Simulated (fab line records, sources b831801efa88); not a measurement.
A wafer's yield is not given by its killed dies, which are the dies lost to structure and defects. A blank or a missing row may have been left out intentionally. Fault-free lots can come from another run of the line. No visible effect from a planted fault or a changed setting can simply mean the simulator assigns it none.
fab line records | flow sky130
[record] lots = 6 | wafers = 18 | lastDay = 49
route steps=708 shown POLY_GATE@219 PAD_OPEN@708
lots that met no fault: from a run of the same line without faults
startH: the number of hours between the record's first day and the start of the first shown wafer of the lot | waitH: hours since the lot's step before | " unchanged from the row above | L1.1+2: one row covering several wafers at once | - no value, or no start was given | * or withheld: withheld | < > ~ a bound
route shown NAME@n: names a module that has steps shown in the file, with the first one's number in the route | usual: the fault-free wafers' mean and standard deviation | same: alike in all rows | chamber/n: place in a boat | sites: the reading at each site | _std_site: standard deviation across them | _edge_site: inner sites' mean taken away from outer sites' mean | radiusMm: for every site, how far away it sits from the centre of the wafer | mask NAME#n: copy n | behind: tool/chamber where the wafer was last shaped | hold: reason for holding the lot/hours on hold/outcome of the hold | device: whichever transistor did not switch (one of n, p or np) | end of line: the route-end tests of the same wafers | for a step that has no rows: nothing shown but its recipe | killed: count of dies lost to structure and defects at first sort (not the wafer's yield) | map: per-die view of a wafer (x killed, . not killed, _ where there is no die)
set.NAME: the setting that was run; set.NAME@STEP: the one run at that earlier step | model.NAME: the simulator's own value behind a step, which no gauge read
lots at selected steps of the route; one table per step, one row per wafer
services: when a tool's chamber went out of use (startH, in hours from the record's first day, below 0 if earlier), for how many hours, and the reason
[[steps]]
[step SKY_POLY_GATE_DEHYDRATE_05]
[recipe] tempC = 200 | timeS = 60
[step SKY_POLY_GATE_HMDS_06]
[recipe] primeTimeS = 60 | primeTempC = 120
[step SKY_POLY_GATE_COAT_07]
[recipe] resist = BARC | tempC = withheld | timeS = withheld | spinRpm = 3000 | resistThkNm = 110
[step SKY_POLY_GATE_COAT_08]
[recipe] resist = KrF-thick | spinRpm = 3000 | resistThkNm = 450
[step SKY_POLY_GATE_SOFTBAKE_09]
[recipe] tempC = 100 | timeS = 90 | resist = KrF-thick
[step SKY_POLY_GATE_EXPOSE_10]
[recipe] maskId = P1M | na = 0.68 | sourceShape = conventional | sigmaOuter = 0.6 | targetCdNm = 150 | doseMj = 28
[step SKY_POLY_GATE_PEB_11]
[recipe] pebTempC = withheld | pebTimeS = withheld | resist = KrF-thick
[step SKY_POLY_GATE_DEVELOP_12]
[recipe] developTimeS = 60 | resist = KrF-thick | devTempC = 21
[step SKY_POLY_GATE_CD_MEAS_13]
[recipe] targetCdNm = 150
[usual] cdNm = 149.5/1.7
lot.wafer | tool     | chamber | startH | waitH | cdNm
L112.1    | cdSem-02 | -       | 363.11 | -     | 147.6
L112.4    | "        | -       | "      | "     | 147.9
L112.5    | "        | -       | "      | "     | 147.7
L115.1    | cdSem-01 | -       | 397.34 | -     | 149.8
L115.2    | "        | -       | "      | "     | 148.4
L115.3    | "        | -       | "      | "     | 149.2
L120.2    | cdSem-02 | -       | 447.65 | -     | 147.4
L120.4    | "        | -       | "      | "     | 149.5
L120.5    | "        | -       | "      | "     | 149.4
L121.4    | cdSem-01 | -       | 447.90 | -     | 148.6
L121.5    | "        | -       | "      | "     | 147.2
L121.6    | "        | -       | "      | "     | 148.1
L128.1    | cdSem-01 | -       | 511.59 | -     | 148.4
L128.5    | "        | -       | "      | "     | 147.3
L128.6    | "        | -       | "      | "     | 147.1
L131.4    | cdSem-02 | -       | 532.14 | -     | 151.7
L131.5    | "        | -       | "      | "     | 150.9
L131.6    | "        | -       | "      | "     | 152.0
[step SKY_POLY_GATE_OVL_MEAS_14]
[usual] POLY_GATE_OVL = 0/5.5
lot.wafer | tool       | chamber | startH | waitH | POLY_GATE_OVL[nm]
L112.1    | overlay-02 | -       | 363.23 | 0.1   | 0
L112.4    | "          | -       | "      | "     | -3
L112.5    | "          | -       | "      | "     | -8
L115.1    | overlay-02 | -       | 397.46 | 0.1   | 5
L115.2    | "          | -       | "      | "     | -1
L115.3    | "          | -       | "      | "     | 1
L120.2    | overlay-02 | -       | 447.75 | 0.1   | 7
L120.4    | "          | -       | "      | "     | 9
L120.5    | "          | -       | "      | "     | 7
L121.4    | overlay-01 | -       | 447.98 | 0.1   | 3
L121.5    | "          | -       | "      | "     | -3
L121.6    | "          | -       | "      | "     | -6
L128.1    | overlay-01 | -       | 511.71 | 0.1   | 0
L128.5    | "          | -       | "      | "     | 0
L128.6    | "          | -       | "      | "     | 3
L131.4    | overlay-01 | -       | 532.22 | 0.1   | 6
L131.5    | "          | -       | "      | "     | 8
L131.6    | "          | -       | "      | "     | 3
[step SKY_POLY_GATE_ETCH_15]
[recipe] chemistry = N2/H2 | target = BARC | ionEnergyEv = 200 | sourceW = 500 | biasW = 100 | pressureMtorr = 30 | n2FlowSccm = 100 | h2FlowSccm = 200 | stopOn = SiO2 | timeS = 118.5 | targetDepthA = 1100
[usual] drypumpMotorCurrentA = 5.9/0.37 | n2FlowSccm = 100.0/0.35 | oesProductAu = 0.715/0.0048 | throttleValvePct = 13.212/0.011
lot.wafer | tool       | chamber | startH | waitH | drypumpMotorCurrentA | n2FlowSccm | oesProductAu | rfHoursCounterH | throttleValvePct
L112.1    | rieDiel-03 | 3       | 363.27 | 0.0   | 6.0                  | 100.1      | 0.706        | 13              | 13.224
L112.4    | "          | 1       | "      | "     | 6.0                  | 100.2      | 0.716        | 1               | 13.218
L112.5    | "          | 2       | "      | "     | 5.7                  | 100.8      | 0.714        | -               | 13.226
L115.1    | rieDiel-03 | 1       | 397.50 | 0.0   | 6.0                  | 100.3      | 0.717        | 2               | 13.209
L115.2    | "          | 0       | "      | "     | 6.2                  | 99.7       | 0.718        | 41              | 13.220
L115.3    | "          | 2       | "      | "     | 5.7                  | 99.8       | 0.715        | 3               | 13.213
L120.2    | rieDiel-04 | 3       | 447.78 | 0.0   | 6.3                  | 99.4       | 0.708        | 12              | 13.203
L120.4    | "          | 1       | "      | "     | 6.3                  | 99.8       | 0.716        | 6               | 13.193
L120.5    | "          | 0       | "      | "     | 5.9                  | 100.2      | 0.721        | -               | 13.192
L121.4    | rieDiel-02 | 1       | 448.00 | 0.0   | 5.2                  | 100.2      | 0.720        | 5               | 13.217
L121.5    | "          | 3       | "      | "     | 5.5                  | 100.2      | 0.713        | -               | 13.233
L121.6    | "          | 2       | "      | "     | 6.1                  | 100.0      | 0.722        | -               | 13.214
L128.1    | rieDiel-03 | 0       | 511.75 | 0.0   | 6.3                  | 100.1      | 0.714        | 43              | 13.200
L128.5    | "          | 1       | "      | "     | 6.0                  | 99.8       | 0.709        | -               | 13.223
L128.6    | "          | 2       | "      | "     | 5.7                  | 100.7      | 0.713        | -               | 13.196
L131.4    | rieDiel-04 | 3       | 532.27 | 0.1   | 6.3                  | 100.1      | 0.712        | -               | 13.198
L131.5    | "          | 1       | "      | "     | 6.3                  | 99.7       | 0.710        | -               | 13.212
L131.6    | "          | 2       | "      | "     | 6.4                  | 100.0      | 0.708        | -               | 13.224
[step SKY_POLY_GATE_ETCH_16]
[recipe] stopOn = poly-Si | chemistry = CH3F/O2 | target = Si3N4 | sourceW = 392.4 | biasW = 80 | pressureMtorr = 25 | ch3fFlowSccm = 40 | O2_flow_sccm = 30 | timeS = 147.5 | targetDepthA = 750
[usual] drypumpMotorCurrentA = 5.9/0.37 | oesProductAu = 0.640/0.0055 | throttleValvePct = 10.534/0.009
lot.wafer | tool       | chamber | startH | waitH | drypumpMotorCurrentA | oesProductAu | rfHoursCounterH | throttleValvePct
L112.1    | rieDiel-03 | 3       | 363.35 | 0.0   | 6.0                  | 0.633        | 13              | 10.531
L112.4    | "          | 1       | "      | "     | 6.0                  | 0.650        | 1               | 10.530
L112.5    | "          | 2       | "      | "     | 5.7                  | 0.642        | -               | 10.531
L115.1    | rieDiel-03 | 1       | 397.58 | 0.0   | 6.0                  | 0.641        | 2               | 10.531
L115.2    | "          | 0       | "      | "     | 6.3                  | 0.643        | 41              | 10.547
L115.3    | "          | 2       | "      | "     | 5.7                  | 0.639        | 3               | 10.547
L120.2    | rieDiel-04 | 3       | 447.87 | 0.0   | 6.3                  | 0.643        | 12              | 10.532
L120.4    | "          | 1       | "      | "     | 6.3                  | 0.638        | 6               | 10.543
L120.5    | "          | 0       | "      | "     | 5.9                  | 0.659        | -               | 10.535
L121.4    | rieDiel-02 | 1       | 448.08 | 0.0   | 5.2                  | 0.640        | 5               | 10.546
L121.5    | "          | 3       | "      | "     | 5.5                  | 0.647        | -               | 10.522
L121.6    | "          | 2       | "      | "     | 6.0                  | 0.635        | -               | 10.541
L128.1    | rieDiel-03 | 0       | 511.83 | 0.0   | 6.3                  | 0.647        | 43              | 10.533
L128.5    | "          | 1       | "      | "     | 6.0                  | 0.643        | -               | 10.530
L128.6    | "          | 2       | "      | "     | 5.7                  | 0.636        | -               | 10.529
L131.4    | rieDiel-04 | 3       | 532.37 | 0.0   | 6.3                  | 0.632        | -               | 10.532
L131.5    | "          | 1       | "      | "     | 6.3                  | 0.638        | -               | 10.530
L131.6    | "          | 2       | "      | "     | 6.4                  | 0.641        | -               | 10.532
[step SKY_POLY_GATE_ETCH_17]
[recipe] targetDepthNm = 180 | stopOn = SiO2 | overEtchFrac = 0.56667 | chemistry = HBr/Cl2 | target = poly-Si | icpW = 400 | biasW = 100 | pressureMtorr = 10 | HBr_flow_sccm = 150 | Cl2_flow_sccm = 50 | timeS = 70.5
[usual] drypumpMotorCurrentA = 5.6/0.41 | oesProductAu = 0.986/0.0068 | overEtchFrac = 0.56667/0 | throttleValvePct = 33.684/0.0094
lot.wafer | tool     | chamber | startH | waitH | drypumpMotorCurrentA | oesProductAu | overEtchFrac | rfHoursCounterH | throttleValvePct | model.POLY_GATE.featureDepthNm | model.etch.depthNm
L112.1    | rieSi-02 | 3       | 363.45 | 0.0   | 5.6                  | 0.974        | 0.56667      | 60              | 33.696           | 177                            | 177
L112.4    | "        | 2       | "      | "     | 5.2                  | 0.991        | 0.56667      | 70              | 33.675           | 179.2                          | 179.2
L112.5    | "        | 2       | "      | "     | 5.2                  | 0.987        | 0.56667      | -               | 33.686           | 178                            | 178
L115.1    | rieSi-01 | 0       | 397.68 | 0.0   | 6.2                  | 0.986        | 0.56667      | 45              | 33.698           | 177.9                          | 177.9
L115.2    | "        | 1       | "      | "     | 5.7                  | 0.981        | 0.56667      | 12              | 33.675           | 177.5                          | 177.5
L115.3    | "        | 2       | "      | "     | 6.3                  | 0.981        | 0.56667      | 3               | 33.679           | 177.2                          | 177.2
L120.2    | rieSi-02 | 1       | 447.97 | 0.0   | 5.3                  | 0.979        | 0.51952      | 1               | 33.670           | 172.4                          | 172.4
L120.4    | "        | 3       | "      | "     | 5.6                  | 0.981        | 0.51952      | -               | 33.680           | 171.6                          | 171.6
L120.5    | "        | 1       | "      | "     | 5.3                  | 0.994        | 0.51952      | -               | 33.687           | 172.1                          | 172.1
L121.4    | rieSi-02 | 3       | 448.21 | 0.1   | 5.6                  | 0.989        | 0.51952      | -               | 33.690           | 173.5                          | 173.5
L121.5    | "        | 3       | "      | "     | 5.5                  | 1.000        | 0.51952      | -               | 33.703           | 174.4                          | 174.4
L121.6    | "        | 1       | "      | "     | 5.4                  | 1.004        | 0.51952      | -               | 33.682           | 174.8                          | 174.8
L128.1    | rieSi-01 | 0       | 511.93 | 0.0   | 6.2                  | 0.990        | 0.56667      | 46              | 33.691           | 179.1                          | 179.1
L128.5    | "        | 1       | "      | "     | 5.6                  | 0.990        | 0.56667      | -               | 33.683           | 180.2                          | 180.2
L128.6    | "        | 0       | "      | "     | 6.2                  | 0.989        | 0.56667      | -               | 33.679           | 179                            | 179
L131.4    | rieSi-02 | 1       | 532.41 | 0.0   | 5.4                  | 0.987        | 0.56667      | 1               | 33.679           | 178.6                          | 178.6
L131.5    | "        | 2       | "      | "     | 5.2                  | 0.976        | 0.56667      | -               | 33.692           | 178.4                          | 178.4
L131.6    | "        | 3       | "      | "     | 5.6                  | 0.983        | 0.56667      | -               | 33.683           | 179.3                          | 179.3
[step SKY_POLY_GATE_STRIP_18]
[recipe] chemistry = O2/N2 | powerW = 1400 | pressureMtorr = 1500 | platenTempC = withheld | o2FlowSccm = 3000 | n2FlowSccm = 300 | overashFraction = 0.5
[usual] drypumpMotorCurrentA = 5.5/0.31 | n2FlowSccm = 300.0/0.85 | oesProductAu = 0.362/0.0045 | stripTimeToEndpointS = 3.17/0.031
lot.wafer | tool           | chamber | startH | waitH | drypumpMotorCurrentA | n2FlowSccm | oesProductAu | rfHoursCounterH | stripTimeToEndpointS
L112.1    | plasmaAsher-02 | 1       | 363.50 | 0.0   | 6.1                  | 300.5      | 0.357        | 24              | 3.18
L112.4    | "              | 0       | "      | "     | 5.3                  | 300.9      | 0.358        | -               | 3.17
L112.5    | "              | 0       | "      | "     | 5.2                  | 299.1      | 0.361        | -               | 3.15
L115.1    | plasmaAsher-03 | 0       | 397.74 | 0.0   | 5.7                  | 300.1      | 0.361        | 69              | 3.18
L115.2    | "              | 1       | "      | "     | 5.3                  | 299.6      | 0.363        | 69              | 3.19
L115.3    | "              | 0       | "      | "     | 5.7                  | 299.3      | 0.361        | -               | 3.15
L120.2    | plasmaAsher-01 | 1       | 448.05 | 0.1   | 5.5                  | 300.6      | 0.363        | 1               | 3.20
L120.4    | "              | 1       | "      | "     | 5.5                  | 300.8      | 0.366        | -               | 3.23
L120.5    | "              | 1       | "      | "     | 5.5                  | 300.1      | 0.365        | -               | 3.24
L121.4    | plasmaAsher-02 | 1       | 448.30 | 0.1   | 6.2                  | 300.9      | 0.368        | -               | 3.22
L121.5    | "              | 1       | "      | "     | 6.2                  | 301.6      | 0.357        | -               | 3.20
L121.6    | "              | 0       | "      | "     | 5.3                  | 300.0      | 0.365        | -               | 3.20
L128.1    | plasmaAsher-03 | 1       | 511.99 | 0.0   | 5.3                  | 299.4      | 0.360        | 81              | 3.14
L128.5    | "              | 1       | "      | "     | 5.2                  | 300.7      | 0.360        | -               | 3.22
L128.6    | "              | 0       | "      | "     | 5.7                  | 299.9      | 0.355        | -               | 3.13
L131.4    | plasmaAsher-03 | 1       | 532.50 | 0.1   | 5.3                  | 298.3      | 0.358        | -               | 3.16
L131.5    | "              | 1       | "      | "     | 5.3                  | 300.8      | 0.359        | -               | 3.21
L131.6    | "              | 0       | "      | "     | 5.7                  | 299.8      | 0.358        | -               | 3.16
[step SKY_PAD_OPEN_PROBE_99]
[usual] killed_at_M0_to_M3 = 44/6.3 | killed_at_M4_up = 3.1/2 | killedAtContacts = 24/4.8 | killedAtFrontEnd = 15/4.6 | killedAtOther = 0.2/0.51 | killedDies = 87/8.4 | killedOnRim = 17/3.9 | killedOpen = 48/6.4 | killedShort = 39/5.9
[same] grossDies = 492 | killedAtBackSide = 0
lot.wafer | tool      | chamber | startH  | waitH | killed_at_M0_to_M3 | killed_at_M4_up | killedAtContacts | killedAtFrontEnd | killedAtOther | killedDies | killedOnRim | killedOpen | killedShort
L121.4    | prober-01 | -       | 1128.65 | 0.2   | 33                 | 6               | 27               | 10               | 0             | 76         | 12          | 46         | 30
L121.5    | prober-01 | -       | 1128.70 | 0.2   | 35                 | 4               | 31               | 14               | 0             | 84         | 13          | 48         | 36
L121.6    | prober-01 | -       | 1128.75 | 0.2   | 49                 | 1               | 27               | 13               | 0             | 90         | 22          | 51         | 39
// killed by level:class
L121.4 VIA1:geometricParticle:open=15 LI_CONTACT:geometricParticle:open=10 CONTACT:geometricParticle:open=8 METAL4:geometricParticle:short=5 LI_CONTACT:geometricParticle:short=4 FIELD_ISO:geometricParticle:open=3 VIA2:geometricParticle:short=3 METAL3:geometricParticle:short=3
L121.5 LI_CONTACT:geometricParticle:open=11 VIA3:geometricParticle:open=9 CONTACT:geometricParticle:open=9 VIA1:geometricParticle:open=7 LOCAL_INTERCONNECT:geometricParticle:short=6 FIELD_ISO:geometricParticle:short=5 VIA1:geometricParticle:short=5 METAL1:geometricParticle:short=4
L121.6 VIA1:geometricParticle:open=12 CONTACT:geometricParticle:open=11 LI_CONTACT:geometricParticle:open=9 VIA3:geometricParticle:open=8 POLY_GATE:geometricParticle:short=6 VIA1:geometricParticle:short=5 METAL2:geometricParticle:short=5 VIA2:geometricParticle:open=5
[[services]]
tool           | chamber | startH | hours | kind
rieDiel-04     | 2       | 339.70 | 2.9   | repair
rieDiel-04     | 1       | 345.76 | 7.5   | repair
rieDiel-04     | 0       | 360.78 | 8.8   | repair
rieSi-02       | -       | 362.66 | 0.5   | repair
rieDiel-04     | 2       | 363.79 | 4.4   | repair
rieSi-02       | 1       | 371.29 | -     | clean
rieSi-02       | 1       | 371.29 | 13.1  | scheduledDown
rieSi-02       | 1       | 371.29 | 13.1  | ventCycle
rieDiel-03     | 2       | 377.92 | 6.8   | repair
rieSi-01       | 1       | 383.06 | 2.3   | repair
rieDiel-04     | 2       | 391.57 | 5.6   | repair
plasmaAsher-01 | -       | 421.25 | 9.0   | pm
rieSi-01       | 0       | 432.31 | 8.3   | repair
rieSi-01       | -       | 437.97 | 0.5   | repair
rieSi-01       | -       | 447.26 | 2.8   | pm
rieSi-02       | 0       | 447.74 | 5.2   | repair
rieSi-01       | 2       | 474.63 | 4.5   | repair
plasmaAsher-03 | -       | 475.07 | 0.9   | repair
rieDiel-02     | 2       | 478.41 | 1.6   | repair
plasmaAsher-02 | -       | 503.82 | 15.6  | pm
rieDiel-03     | -       | 508.86 | 2.1   | repair
rieDiel-04     | 0       | 509.86 | 15.1  | repair
rieSi-02       | 1       | 512.69 | 8.1   | repair
rieDiel-03     | 3       | 531.83 | 8.2   | repair
[[key]]
[firstSign] step = SKY_POLY_GATE_ETCH_17 | reading = overEtchFrac | direction = down | sigmas = 99+ | usual = 0.56667 | struck = 0.51952
effect none on later readings
[modelEffect] step = SKY_POLY_GATE_ETCH_17 | value = POLY_GATE.featureDepthNm | without = 177.9 | struck = 173.1
metAt SKY_POLY_GATE_ETCH_17
struckWafers L120.2,L120.4,L120.5,L121.4,L121.5,L121.6
testerLeftOut L120,L121
onsetBetween 363.45 447.97
[fault] kind = processParameterDrift | tool = rieSi-02 | chamber = - | onsetH = 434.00 | steps = SKY_POLY_GATE_ETCH_17 | channel = overEtchFrac | offset = -0.047147 | shape = step | endH = 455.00 | stated = 0.56667
// testerLeftOut: of these lots the tester's yield and bins aren't shown, on N5 and GAA mostly nor the transistor test; their killed dies are dies lost to structure and defects alone, not to doping, threshold or leakage, so they don't give the yield
